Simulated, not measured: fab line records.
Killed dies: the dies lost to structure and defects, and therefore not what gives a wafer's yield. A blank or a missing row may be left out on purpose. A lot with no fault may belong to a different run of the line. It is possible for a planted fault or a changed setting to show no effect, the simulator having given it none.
What tool caused it? | flow gf180mcu | 13 lots with 37 wafers sampled at 6 steps, on a route of 602 steps

## WHAT THE GAUGES READ, wafer by wafer
GF_STI_BOW_MEAS_00. Usual: for INCOMING_BOW the level is -1 um and the standard deviation is 6.2.
lot  | measured    | on            | INCOMING_BOW (um) | flag
L642 | day 1 10:02 | film_metro-01 | -2 -16 2          |
L645 | day 2 01:01 | film_metro-04 | 8 2 -6            |
L646 | day 2 06:00 | film_metro-04 | 4 -1 -2           |
L649 | day 2 21:01 | film_metro-03 | -3 -2 -5          |
L650 | day 3 02:00 | film_metro-01 | -6 -6 5           |
L651 | day 3 07:02 | film_metro-03 | 7 4 8             |
L657 | day 4 13:04 | film_metro-03 | 4 -2              |
L658 | day 4 18:00 | film_metro-04 | -4 1 4            |
L660 | day 5 04:05 | film_metro-01 | 8 -8              |
L661 | day 5 09:02 | film_metro-03 | -2 2 1            |
L663 | day 5 19:02 | film_metro-04 | 5 -8 2            |
L664 | day 6 00:00 | film_metro-04 | -2 9 1            |
L665 | day 6 05:02 | film_metro-01 | 12 -1 -10         |

GF_HV_LDD_CD_MEAS_07 targets a cd of 400 nm. Usual: cd_nm 399.9 nm, standard deviation 2.2.
lot  | measured     | on        | cd_nm (nm)        | flag
L642 | day 10 01:49 | cd_sem-02 | 398.3 399.0 397.7 |
L645 | day 10 22:23 | cd_sem-02 | 397.4 400.8 400.4 |
L646 | day 11 06:26 | cd_sem-02 | 397.4 400.7 399.8 |
L649 | day 11 23:25 | cd_sem-01 | 400.7 399.0 400.6 |
L650 | day 12 11:11 | cd_sem-01 | 395.2 397.8 395.2 |
L651 | day 12 12:55 | cd_sem-01 | 402.5 399.4 401.2 |
L657 | day 14 14:19 | cd_sem-02 | 401.3 407.5       |
L658 | day 14 18:46 | cd_sem-01 | 410.2 399.8 402.2 |
L660 | day 15 12:41 | cd_sem-01 | 410.4 402.4       |
L661 | day 16 00:53 | cd_sem-02 | 397.8 398.2 397.9 |
L663 | day 16 16:17 | cd_sem-02 | 398.9 399.2 401.1 |
L664 | day 17 02:41 | cd_sem-02 | 397.0 400.1 399.0 |
L665 | day 17 11:53 | cd_sem-02 | 401.7 402.1 404.3 |

GF_HV_LDD_CD_MEAS_31 targets a cd of 400 nm. Usual: cd_nm 399.7 nm, standard deviation 2.6.
lot  | measured     | on        | cd_nm (nm)        | flag
L642 | day 11 14:54 | cd_sem-02 | 397.7 396.9 396.1 |
L645 | day 12 12:43 | cd_sem-02 | 397.0 398.7 398.0 |
L646 | day 12 21:53 | cd_sem-01 | 400.2 399.5 401.7 |
L649 | day 13 14:49 | cd_sem-02 | 398.4 398.5 397.2 |
L650 | day 14 03:05 | cd_sem-01 | 399.3 398.4 399.3 |
L651 | day 14 05:53 | cd_sem-02 | 399.4 397.1 398.8 |
L657 | day 16 10:00 | cd_sem-02 | 401.2 400.1       |
L658 | day 16 14:23 | cd_sem-02 | 403.7 406.1 403.9 |
L660 | day 17 08:25 | cd_sem-01 | 400.4 400.4       |
L661 | day 17 20:29 | cd_sem-02 | 402.4 404.0 401.7 |
L663 | day 18 11:08 | cd_sem-01 | 402.8 402.6 400.3 |
L664 | day 18 23:11 | cd_sem-01 | 395.2 392.7 392.4 |
L665 | day 19 09:14 | cd_sem-02 | 399.4 399.8 400.4 |

GF_PSD_TW_MEAS_11. Usual: for PSD_TW the level is 3188 and the standard deviation is 26.
lot  | measured     | on            | PSD_TW         | flag
L642 | day 14 06:35 | film_metro-03 | 3177 3166 3180 |
L645 | day 15 06:57 | film_metro-03 | 3149 3162 3143 |
L646 | day 15 17:26 | film_metro-01 | 3196 3223 3198 |
L649 | day 16 09:42 | film_metro-02 | 3195 3183 3191 |
L650 | day 17 00:01 | film_metro-01 | 3236 3232 3242 |
L651 | day 17 03:10 | film_metro-01 | 3230 3245 3208 |
L657 | day 19 09:46 | film_metro-02 | 3168 3152      |
L658 | day 19 14:26 | film_metro-03 | 3180 3200 3171 |
L660 | day 20 11:30 | film_metro-02 | 3171 3162      |
L661 | day 20 23:10 | film_metro-03 | 3183 3167 3165 |
L663 | day 21 15:58 | film_metro-03 | 3180 3180 3190 |
L664 | day 22 04:05 | film_metro-01 | 3254 3214 3220 |
L665 | day 22 14:01 | film_metro-03 | 3162 3165 3168 |

## WHICH TOOL RAN EACH LOT (tool, then ch and the chambers of the sampled wafers, then the start)
lot  | GF_HV_LDD_COAT_02                 | GF_HV_LDD_STRIP_10
L642 | litho_track-04 ch 0, day 9 17:19  | plasma_asher-01 ch 0,1, day 10 02:06
L645 | litho_track-01 ch 0, day 10 12:58 | plasma_asher-03 ch 0, day 10 22:40
L646 | litho_track-04 ch 0, day 10 21:07 | plasma_asher-02 ch 0,1, day 11 06:45
L649 | litho_track-03 ch 0, day 11 14:01 | plasma_asher-03 ch 0,1, day 11 23:42
L650 | litho_track-04 ch 0, day 12 01:22 | plasma_asher-01 ch 0,1, day 12 11:30
L651 | litho_track-01 ch 0, day 12 03:16 | plasma_asher-01 ch 0,1, day 12 13:12
L657 | litho_track-04 ch 0, day 14 03:47 | plasma_asher-02 ch 1, day 14 14:36
L658 | litho_track-04 ch 0, day 14 07:43 | plasma_asher-02 ch 0,1, day 14 19:04
L660 | litho_track-04 ch 0, day 15 02:19 | plasma_asher-03 ch 0,1, day 15 12:59
L661 | litho_track-03 ch 0, day 15 13:23 | plasma_asher-02 ch 0,1, day 16 01:11
L663 | litho_track-03 ch 0, day 16 05:05 | plasma_asher-03 ch 0,1, day 16 16:35
L664 | litho_track-01 ch 0, day 16 15:29 | plasma_asher-01 ch 0,1, day 17 02:59
L665 | litho_track-03 ch 0, day 17 00:47 | plasma_asher-01 ch 0,1, day 17 12:11
- GF_HV_LDD_COAT_02: resist thk 1000 nm.
- GF_HV_LDD_STRIP_10: strips in O2/N2.

## AS READ BY THE TOOLS THEMSELVES (means over the sampled wafers that have a number; for cases with no such wafer, the mark the record gives instead)
GF_HV_LDD_COAT_02. Usual: dispense_pressure_kPa 46.7 kPa, standard deviation 1.8; exhaust_pa 45.0 Pa, standard deviation 0.84; resist_line_temp_C 23.01 C, standard deviation 0.1; spin_speed_rpm 3000.3 rpm, standard deviation 1.7.
lot  | tool           | dispense_pressure_kPa (kPa) | exhaust_pa (Pa) | resist_line_temp_C (C) | spin_speed_rpm (rpm) | flag
L642 | litho_track-04 | 48.7                        | 44.8            | 22.95                  | 2999.7               |
L645 | litho_track-01 | 46.6                        | 45.7            | 22.76                  | 3001.5               |
L646 | litho_track-04 | 48.6                        | 44.3            | 23.06                  | 2998.5               |
L649 | litho_track-03 | 44.4                        | 45.2            | 23.11                  | 3001.5               |
L650 | litho_track-04 | 48.6                        | 45.0            | 23.07                  | 2998.3               |
L651 | litho_track-01 | 46.7                        | 45.0            | 23.03                  | 2999.6               |
L657 | litho_track-04 | 48.6                        | 44.8            | 23.04                  | 3000.9               |
L658 | litho_track-04 | 48.6                        | 45.1            | 23.09                  | 2997.7               |
L660 | litho_track-04 | 48.7                        | 45.0            | 23.06                  | 3000.8               |
L661 | litho_track-03 | 44.4                        | 44.8            | 23.00                  | 3001.1               |
L663 | litho_track-03 | 44.4                        | 44.7            | 23.09                  | 3002.1               |
L664 | litho_track-01 | 46.6                        | 44.2            | 23.04                  | 2999.2               |
L665 | litho_track-03 | 44.4                        | 45.8            | 22.98                  | 2999.3               |

GF_HV_LDD_STRIP_10. Usual: drypump_motor_current_A 6.1 A, standard deviation 0.5; heater_power_w 332 W, standard deviation 16; n2_flow_sccm 300.1 sccm, standard deviation 0.8; oes_product_au 0.715 a.u., standard deviation 0.0044; strip_time_to_endpoint_s 12.63 s, standard deviation 0.035.
lot  | tool            | drypump_motor_current_A (A) | heater_power_w (W) | n2_flow_sccm (sccm) | oes_product_au (a.u.) | strip_time_to_endpoint_s (s) | flag
L642 | plasma_asher-01 | 5.8                         | 324                | 300.3               | 0.717                 | 12.67                        |
L645 | plasma_asher-03 | 5.3                         | 318                | 299.3               | 0.711                 | 12.67                        |
L646 | plasma_asher-02 | 6.6                         | 329                | 299.6               | 0.722                 | 12.60                        |
L649 | plasma_asher-03 | 6.1                         | 331                | 299.1               | 0.712                 | 12.64                        |
L650 | plasma_asher-01 | 5.9                         | 325                | 300.4               | 0.719                 | 12.59                        |
L651 | plasma_asher-01 | 5.8                         | 328                | 300.5               | 0.712                 | 12.63                        |
L657 | plasma_asher-02 | 6.3                         | 354                | 299.6               | 0.710                 | 12.06                        | OFF
L658 | plasma_asher-02 | 6.6                         | 328                | 301.1               | 0.710                 | 12.29                        | OFF
L660 | plasma_asher-03 | 5.8                         | 330                | 300.2               | 0.715                 | 12.13                        | OFF
L661 | plasma_asher-02 | 6.4                         | 341                | 299.3               | 0.715                 | 12.63                        |
L663 | plasma_asher-03 | 5.7                         | 324                | 300.6               | 0.711                 | 12.64                        |
L664 | plasma_asher-01 | 5.8                         | 327                | 299.6               | 0.716                 | 12.63                        |
L665 | plasma_asher-01 | 5.9                         | 325                | 300.9               | 0.716                 | 12.58                        |

## THE ANSWER, worked out from the rows above alone
Rule: take the mean of a lot's wafers that have a number; if it is more than 3 standard deviations from the usual mean, the lot is off. Also off: a lot with no number at a reading for which 4 or more lots have one. Any other lot the step has rows for is counted as sound. First the gauges in route order, then the tools' own readings, where a lot's mean is used as printed above. At the first step where some lot is off, the reading lying furthest off is the one used; lots without a number count as furthest.
Off, at GF_HV_LDD_STRIP_10 on strip_time_to_endpoint_s: L657, L658, L660.
A tool fits if, at that step or a process step before it, it ran every lot that is off, and no sound lot after the first of them. One fits: litho_track-04 at GF_HV_LDD_COAT_02. Its last sound lot is L650 (day 12 01:22), its first lot that is off L657 (day 14 03:47): a fault that began between those two fits.

## WHAT HAD BEEN PUT IN BY THE SIMULATOR
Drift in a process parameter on litho_track-04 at GF_HV_LDD_COAT_02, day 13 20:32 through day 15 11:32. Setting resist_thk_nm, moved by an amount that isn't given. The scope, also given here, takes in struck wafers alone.
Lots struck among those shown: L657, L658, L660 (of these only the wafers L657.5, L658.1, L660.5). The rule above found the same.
